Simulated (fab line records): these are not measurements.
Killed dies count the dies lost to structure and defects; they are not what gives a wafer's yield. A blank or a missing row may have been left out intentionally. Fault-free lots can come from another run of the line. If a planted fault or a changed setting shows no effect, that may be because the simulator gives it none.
Code-filled problem report in 8D (eight disciplines) form / flow gf180mcu / the parts of the form that need people (team, actions taken, sign-off) are left out

## 1. THE ISSUE
Wafers free of any fault read 565 (standard deviation 4.4) for HV_LDD_4_TW at GF_HV_LDD_TW_MEAS_50, against a mean of 868 on 6 wafers of 2 lots. That is +69 standard deviations from the usual mean.
Seen first at day 17 00:04 on film metro-03, wafer L853.1. The record holds 39 wafers of 13 lots with a number at this step. By rule, "out" or "out of limits" means more than 4 standard deviations away from the usual mean. The rest of the wafers with a number are treated as sound.

## 2. WHAT IT IS, WHAT IT ISN'T
question=which readings at this step | is=HV_LDD_4_TW | is not=-
question=which lots | is=L853, L855 | is not=L839, L841, L842, L843, L844, L845, L846, L856, L857, L860, L861
question=which wafers of those lots | is=all that have a number | is not=-
question=read on which gauges | is=film metro-01, film metro-03 | is not=film metro-02
question=when | is=from day 17 00:04 | is not=up to then (21 sound wafers); but 12 sound wafers of L856, L857, L860, L861 came after

## 3. WHAT RULES OUT EACH SUSPECT
Counting: a tool stays on the suspect list if, at a process step up to the reading, it processed all lots that are out and no sound lot following the first of them.
- the gauge at GF_HV_LDD_TW_MEAS_50: ruled out. 2 gauges (film metro-01, film metro-03) read the wafers that are out.
- implanter-02 at GF_HV_LDD_IMPLANT_48: kept. All lots that are out passed through it, beginning with L853 at day 16 23:49, and no sound lot followed; its final sound lot before that point was L846 at day 15 00:24. Its own readings are out on those wafers: dose ions cm2, faraday current uA.
The count leaves implanter-02 at GF_HV_LDD_IMPLANT_48.

## 4. THE CAUSE (what the simulator had put in)
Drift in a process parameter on implanter-02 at GF_HV_LDD_IMPLANT_48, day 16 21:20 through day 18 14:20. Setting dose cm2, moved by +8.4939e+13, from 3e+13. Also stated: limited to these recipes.
This tool alone remained once counting was done.

## 5. THE EFFECT CHAIN, in route order
Rows list readings where the struck wafers' mean (over those with a number) sits beyond 3 standard deviations from the usual. Readings are gone through only where the record gives a usual standard deviation; hours: the median, over the lots, of the time from a lot's start at the first step in this table giving one to that lot's start at this step; sigmas: the change measured in usual standard deviations.
hours=0; step=GF_HV_LDD_IMPLANT_48; reading=dose ions cm2; usual=2.999e+13; on struck wafers=1.150e+14; change=+8.498e+13; sigmas=+99 or more
hours=0; step=GF_HV_LDD_IMPLANT_48; reading=faraday current uA; usual=169; on struck wafers=649; change=+480; sigmas=+99 or more
hours=0; step=GF_HV_LDD_TW_MEAS_50; reading=HV_LDD_4_TW; usual=565; on struck wafers=868; change=+303; sigmas=+69
Its process steps:
- GF_HV_LDD_IMPLANT_48
Later measuring or inspecting steps at which every struck wafer that the step has a row for has a number for every such reading, and none has moved that far: GF_PSD_CD_MEAS_07.

## 6. HOW IT WOULD HAVE BEEN CAUGHT EARLIER
In this record the first reading out of limits at a measuring or inspecting step was taken at day 17 00:04, 3 hours after the fault began at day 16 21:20.
Tool's own readings at GF_HV_LDD_IMPLANT_48, dose ions cm2, faraday current uA: out on all struck wafers the step has rows for; an alarm limit on them would have tripped on the first.
Of the lots that are out (2), L855 began GF_HV_LDD_IMPLANT_48 on implanter-02 after day 17 00:04. Had the tool been put on hold then, it would have been spared.
